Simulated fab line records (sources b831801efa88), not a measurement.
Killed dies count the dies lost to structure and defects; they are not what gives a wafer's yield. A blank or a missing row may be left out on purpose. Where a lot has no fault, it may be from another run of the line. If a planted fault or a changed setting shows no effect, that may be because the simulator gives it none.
Comparing a struck lot with a sound one ; flow gf180mcu ; 30 out of 602 route steps
Sound: the wafers L970.1, L970.2, L970.4. Struck: wafer L987.2 (left out: L987.4, L987.5 of the same lot, which were not struck); the cause appears at the end.
Order at every step that has rows: each side's tool, ch and its chambers, its first start. Under that, the readings that differ: sound wafers ; struck wafers ; difference of the means ; sigmas: that difference in standard deviations of wafers without a fault.
alike: readings with means less than 2 such deviations apart, plus words and numbers identical on both sides. not compared: withheld readings, readings lacking a value on some wafer, bounds such as >300 that could conceal the same value, and numbers that have no deviation in the record and whose values overlap.
The two part at a step that has a row with sigmas, a row that says differs or no value, or rows on one side only. Numbers that don't overlap but have no deviation are shown without sigmas and don't part them. A reading missing from all wafers of one side parts the sides only when that side holds two or more wafers.

first, 3 steps without rows for these wafers: GF_PSD_EXPOSE_04 (exposes mask Pplus, target cd 400 nm); GF_PSD_PEB_05; GF_PSD_DEVELOP_06 (develop time 60 s).
GF_PSD_CD_MEAS_07: the cd target is 400 nm.
  sound on cd sem-02, day 14 22:32; struck on cd sem-02, day 20 20:37
  alike: cd nm
GF_PSD_OVL_MEAS_08:
  sound on overlay-02, day 14 22:40; struck on overlay-02, day 20 20:44
  alike: PSD_OVL
following that, these wafers have no rows for 1 step: GF_PSD_IMPLANT_09.
GF_PSD_STRIP_10: strips in O2/N2.
  sound on plasma asher-01 ch 0,1, day 14 22:50; struck on plasma asher-01 ch 0, day 20 20:55
reading;sound;struck;difference;sigmas
heater power w (W);330 335 333;364;+31;+2
  alike: drypump motor current A, oes product au, strip time to endpoint s
  not compared: rf hours counter h
GF_PSD_TW_MEAS_11:
  sound on film metro-01, day 14 22:56; struck on film metro-02, day 20 21:01
  alike: PSD_TW
then, 1 step without rows for these wafers: GF_PSD_CLEAN_12 (cleans in SC1/SC2, time 150 s).
GF_PSD_RTA_13: time 20 s.
  sound on rtp anneal-02 ch 0, day 14 23:03; struck on rtp anneal-01 ch 0, day 20 21:13
reading;sound;struck;difference;sigmas
lamp power pct (%);36.5 36.5 36.4;37.8;+1.3;+2
  alike: wafer_temp_C_max
GF_PSD_RS_MEAS_14: uses a four-point probe to measure.
  sound on film metro-04, day 14 23:08; struck on film metro-04, day 20 21:18
reading;sound;struck;difference;sigmas
NSD_RS (ohm/sq);46.52 46.50 46.54;46.71;+0.19;+2
GF_PSD_RS_MEAS_15: uses a four-point probe to measure.
  sound on film metro-04, day 14 23:16; struck on film metro-04, day 20 21:25
reading;sound;struck;difference;sigmas
PSD_RS (ohm/sq);108.7 108.1 108.3;109.0;+0.6;+2
GF_SAB_CVD_00: deposits SiO2 from TEOS, target thk 50 nm, time 4.9302 s.
  sound on pecvd-03 ch 0,1,2, day 14 23:23; struck on pecvd-03 ch 2, day 20 21:31
reading;sound;struck;difference;sigmas
model.SiO2_of_SAB_CVD_00.thk nm (nm);50.07 50.22 50.34;52.55;+2.34;
  alike: heater power w
GF_SAB_THK_MEAS_01:
  sound on film metro-03, day 14 23:24; struck on film metro-04, day 20 21:35
reading;sound;struck;difference;sigmas
SAB_CVD_00_THK (nm);50.1 50.2 50.4;52.5;+2.3;+3
then, 7 steps without rows for these wafers: GF_SAB_DEHYDRATE_02 (time 60 s); GF_SAB_HMDS_03 (prime time 60 s); GF_SAB_COAT_04 (resist thk 1000 nm); GF_SAB_SOFTBAKE_05 (time 60 s); GF_SAB_EXPOSE_06 (exposes mask SAB, target cd 420 nm); GF_SAB_PEB_07; GF_SAB_DEVELOP_08 (develop time 58.63 s).
GF_SAB_CD_MEAS_09: the cd target is 420 nm.
  sound on cd sem-01, day 15 21:02; struck on cd sem-02, day 21 21:02
  alike: cd nm
GF_SAB_OVL_MEAS_10:
  sound on overlay-02, day 15 21:10; struck on overlay-02, day 21 21:08
  alike: SAB_OVL
GF_SAB_ETCH_11: etches SiO2 in C4F8/O2/Ar, target depth 55 nm, time 8.5 s.
  sound on rie diel-02 ch 0,2,3, day 15 21:11; struck on rie diel-01 ch 3, day 21 21:10
  alike: oes product au
  not compared: rf hours counter h
then, 1 step without rows for these wafers: GF_SAB_WET_ETCH_12 (etches SiO2 in dHF, target depth 22 nm, time 440 s).
GF_SAB_STRIP_13: strips in O2/N2.
  sound on plasma asher-03 ch 0,1, day 15 21:21; struck on plasma asher-01 ch 0, day 21 21:20
reading;sound;struck;difference;sigmas
drypump motor current A (A);5.56 6.08 5.59;5.08;-0.66;-2
  alike: heater power w, oes product au, strip time to endpoint s
  not compared: rf hours counter h
then, 1 step without rows for these wafers: GF_SALICIDE_CLEAN_00 (cleans in SC1/SC2, time 150 s).
GF_SALICIDE_WET_ETCH_01: etches SiO2 in dHF, target depth 5 nm, time 100 s.
  sound on wet bench-01 ch 1, day 15 21:30; struck on wet bench-01 ch 3, day 21 21:29
reading;sound;struck;difference;sigmas
model.SiO2_of_SAB_CVD_00.thk nm (nm);39.32 39.4 39.51;41.89;+2.48;
GF_SALICIDE_SPUTTER_02: material Co, target thk 10 nm, time 20 s.
  sound on pvd sputter-02, day 15 21:32; struck on pvd sputter-03, day 21 21:31
  alike: throttle valve pct
GF_PASSIVATION_PROBE_99:
  the record holds rows for the sound wafers here (prober-02, day 29 17:15) but none for the struck ones

## WHERE THEY PART
Earliest at GF_PSD_STRIP_10; latest, in this record, at GF_PASSIVATION_PROBE_99.

WHY: whatever the simulator had introduced
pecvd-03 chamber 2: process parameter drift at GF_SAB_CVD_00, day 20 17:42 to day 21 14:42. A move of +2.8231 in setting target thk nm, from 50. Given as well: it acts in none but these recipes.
